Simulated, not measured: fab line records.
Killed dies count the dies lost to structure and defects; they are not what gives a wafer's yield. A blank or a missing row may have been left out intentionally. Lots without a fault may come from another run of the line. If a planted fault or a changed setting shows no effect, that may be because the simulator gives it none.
What tool caused it?    flow gf180mcu    Sampling: 13 lots, 39 wafers, 5 of 602 route steps

== WHAT EACH GAUGE READ, for each wafer ==
GF_V4_CD_MEAS_14 targets a cd of 260 nm. Usual: cd-nm at 260.0 nm, with a standard deviation of 1.3.
lot   measured      on         cd-nm (nm)         flag
L729  day 24 10:37  cd-sem-01  259.8 260.1 259.0  
L730  day 24 17:16  cd-sem-01  260.8 261.7 261.7  
L731  day 25 01:11  cd-sem-02  261.2 260.7 261.6  
L732  day 25 11:03  cd-sem-02  258.9 258.8 258.9  
L733  day 25 16:41  cd-sem-02  260.2 260.8 260.9  
L736  day 26 17:38  cd-sem-01  260.5 261.2 261.4  
L737  day 27 02:59  cd-sem-02  260.2 259.2 259.5  
L741  day 28 11:20  cd-sem-02  260.6 261.2 262.0  
L747  day 30 02:22  cd-sem-02  260.7 260.9 259.7  
L749  day 30 10:35  cd-sem-01  258.8 258.9 258.5  
L750  day 30 19:22  cd-sem-02  259.6 259.1 259.2  
L751  day 31 01:45  cd-sem-01  261.6 260.7 260.4  
L752  day 31 12:08  cd-sem-02  260.4 259.0 259.4  

GF_TOP_METAL_CD_MEAS_14 targets a cd of 440 nm. Usual: cd-nm at 440.0 nm, with a standard deviation of 2.
lot   measured      on         cd-nm (nm)         flag
L729  day 28 02:37  cd-sem-01  441.0 440.9 440.1  
L730  day 28 07:37  cd-sem-01  440.2 440.7 440.1  
L731  day 28 16:11  cd-sem-02  442.3 440.0 440.2  
L732  day 29 00:03  cd-sem-01  440.3 442.4 443.0  
L733  day 29 05:23  cd-sem-01  437.8 436.0 438.5  
L736  day 30 04:56  cd-sem-01  438.6 439.8 440.2  
L737  day 30 14:08  cd-sem-01  437.1 440.4 438.1  
L741  day 31 16:38  cd-sem-01  442.4 443.6 442.3  
L747  day 33 03:43  cd-sem-02  439.9 440.1 442.3  
L749  day 33 10:29  cd-sem-02  441.0 442.3 442.1  
L750  day 33 18:34  cd-sem-02  438.1 438.3 437.7  
L751  day 34 00:24  cd-sem-02  442.8 441.8 441.9  
L752  day 34 09:26  cd-sem-01  439.8 440.6 439.6  

GF_PASSIVATION_THK_MEAS_03. Usual: for PASSIVATION_CVD_02_THK the level is 700 nm and the standard deviation is 8.5.
lot   measured      on             PASSIVATION_CVD_02_THK (nm)  flag
L729  day 28 04:14  film-metro-04  692 690 704                  
L730  day 28 08:56  film-metro-01  706 710 708                  
L731  day 28 17:43  film-metro-04  686 713 705                  
L732  day 29 01:35  film-metro-04  685 692 701                  
L733  day 29 06:43  film-metro-04  687 686 690                  
L736  day 30 06:14  film-metro-02  684 689 700                  
L737  day 30 15:28  film-metro-02  692 696 690                  
L741  day 31 17:56  film-metro-04  701 698 703                  
L747  day 33 05:01  film-metro-04  700 710 719                  
L749  day 33 11:47  film-metro-02  583 577 603                  OFF
L750  day 33 19:57  film-metro-04  699 712 703                  
L751  day 34 01:44  film-metro-01  577 585 598                  OFF
L752  day 34 10:44  film-metro-04  696 702 705                  

== WHAT TOOL EACH LOT RAN ON (gives the tool, then ch and the chambers of the sampled wafers, and finally the start) ==
lot   GF_V4_ETCH_17                                  GF_PASSIVATION_CVD_02
L729  rie-diel-01 ch 1,2,3, day 28 02:37 or earlier  pecvd-04 ch 1,2, day 28 03:57
L730  rie-diel-01 ch 0,1,2, day 28 07:37 or earlier  pecvd-04 ch 0,1,2, day 28 08:38
L731  rie-diel-01 ch 0,3, day 28 16:11 or earlier    pecvd-04 ch 0,1,2, day 28 17:26
L732  rie-diel-03 ch 2,3, day 29 00:03 or earlier    pecvd-04 ch 1,2, day 29 01:17
L733  rie-diel-01 ch 0,2, day 29 05:23 or earlier    pecvd-04 ch 0,1,2, day 29 06:26
L736  rie-diel-04 ch 0,3, day 30 04:56 or earlier    pecvd-04 ch 0,1,2, day 30 05:57
L737  rie-diel-04 ch 0,1,2, day 30 14:08 or earlier  pecvd-02 ch 0,1,2, day 30 15:11
L741  rie-diel-04 ch 1,2, day 31 16:38 or earlier    pecvd-03 ch 0,1,2, day 31 17:39
L747  rie-diel-04 ch 0,1, day 33 03:43 or earlier    pecvd-04 ch 0,1,2, day 33 04:43
L749  rie-diel-01 ch 1,2,3, day 33 10:29 or earlier  pecvd-04 ch 1,2, day 33 11:30
L750  rie-diel-04 ch 0,1,2, day 33 18:34 or earlier  pecvd-02 ch 0,1, day 33 19:38
L751  rie-diel-04 ch 0,2, day 34 00:24 or earlier    pecvd-04 ch 0,1, day 34 01:26
L752  rie-diel-01 ch 0,1,3, day 34 09:26 or earlier  pecvd-02 ch 0,1, day 34 10:27
- GF_V4_ETCH_17: etches SiO2 in C4F8/O2/Ar, stops on TiN, target depth 630 nm.
- GF_PASSIVATION_CVD_02: deposits Si3N4, target thk 700 nm, time 486.18 s.

== WHAT THE TOOLS THEMSELVES READ (means of the sampled wafers that have a number; where no wafer has one, the mark that the record gives instead) ==
GF_V4_ETCH_17. Usual: oes-product-au at 0.856 a.u., with a standard deviation of 0.0047.
lot   tool         oes-product-au (a.u.)  flag
L729  rie-diel-01  0.857                  
L730  rie-diel-01  0.856                  
L731  rie-diel-01  0.853                  
L732  rie-diel-03  0.861                  
L733  rie-diel-01  0.849                  
L736  rie-diel-04  0.859                  
L737  rie-diel-04  0.855                  
L741  rie-diel-04  0.857                  
L747  rie-diel-04  0.856                  
L749  rie-diel-01  0.850                  
L750  rie-diel-04  0.857                  
L751  rie-diel-04  0.853                  
L752  rie-diel-01  0.855                  

GF_PASSIVATION_CVD_02. Usual: heater-power-w at 671 W, with a standard deviation of 87.
lot   tool      heater-power-w (W)  flag
L729  pecvd-04  628                 
L730  pecvd-04  686                 
L731  pecvd-04  632                 
L732  pecvd-04  621                 
L733  pecvd-04  677                 
L736  pecvd-04  663                 
L737  pecvd-02  638                 
L741  pecvd-03  720                 
L747  pecvd-04  639                 
L749  pecvd-04  647                 
L750  pecvd-02  757                 
L751  pecvd-04  591                 
L752  pecvd-02  783                 

== THE ANSWER, worked out from the rows above alone ==
Rule: lot off if the mean of its wafers having a number is beyond 3 standard deviations from the usual mean. A lot without any number at a reading at which 4 lots or more have one is off too. The other lots that the step has rows for count as sound. The gauges are gone through in route order, then the tools' own readings, and for those a lot's mean is taken as printed above. At the first step where some lot is off, the reading lying furthest off is the one used; lots without a number count as furthest.
Off: at GF_PASSIVATION_THK_MEAS_03 (PASSIVATION_CVD_02_THK), L749, L751.
A tool fits if, at a process step before that reading, it ran every lot that is off, and no sound lot after the first of them. Those tools and the gauges at GF_PASSIVATION_THK_MEAS_03 are tried in the same way. Because GF_V4_ETCH_17 lacks a start for some lots, the hours and order of its lots are taken from GF_TOP_METAL_CD_MEAS_14. One candidate fits, namely pecvd-04 at GF_PASSIVATION_CVD_02. A fault onset in the window from L747 (day 33 04:43, its last sound lot) to L749 (day 33 11:30, its first lot off) fits.

== WHAT THE SIMULATOR PUT IN ==
Site profile drift: pecvd-04, from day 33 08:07 on, at GF_PASSIVATION_CVD_02. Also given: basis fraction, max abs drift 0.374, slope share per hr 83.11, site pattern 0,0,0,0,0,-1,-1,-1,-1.
Struck lots among those shown: L749, L751. This agrees with what the rule above found.
